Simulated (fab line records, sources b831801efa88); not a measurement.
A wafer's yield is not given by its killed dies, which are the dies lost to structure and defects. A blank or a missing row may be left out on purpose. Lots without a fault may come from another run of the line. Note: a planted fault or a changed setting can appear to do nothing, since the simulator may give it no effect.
Matching of chambers | flow gf180mcu | 4 sister chambers for GF_V5_ETCH_16 on rie diel-02
The step etches BARC in N2/H2. 4 wafers are shown with their chamber, then 10 later ones without.

WAFERS PAIRED WITH THEIR CHAMBERS
wafer  | chamber | drypump motor current A (A)
L087.4 | 2       | 5.1
L087.6 | 1       | 5.7
L090.1 | 3       | 4.9
L090.2 | 0       | 6.3

WAFERS MISSING THEIR CHAMBER
wafer  | drypump motor current A (A)
L090.5 | 5.7
L091.1 | 4.9
L091.5 | 5.7
L091.6 | 6.4
L095.1 | 6.3
L095.2 | 5.7
L095.3 | 4.9
L095.4 | 5.1
L095.5 | 4.8
L095.6 | 5.1

EACH ONE'S CHAMBER
wafer  | from the rows above | in truth
L090.5 | 1                   | 1
L091.1 | 3                   | 3
L091.5 | 1                   | 1
L091.6 | 0                   | 0
L095.1 | 0                   | 0
L095.2 | 1                   | 1
L095.3 | 3                   | 3
L095.4 | 2                   | 2
L095.5 | 3                   | 3
L095.6 | 2                   | 2
10 of 10 placed correctly. Not placeable from these rows: 0. Wrongly placed: 0.
How it was worked out, from the rows above alone: a wafer's distance from a chamber is the root of the sum, over the readings, of the square of ((its reading less the chamber's mean) divided by the reading's scatter). If the next closest chamber is less than 2 further off than the closest, the wafer can't be placed; otherwise it belongs to the closest. Each chamber's mean is taken over the wafers shown for it. The scatter: root of mean squared gap, hidden wafer to nearest shown wafer, with one shown wafer a chamber.
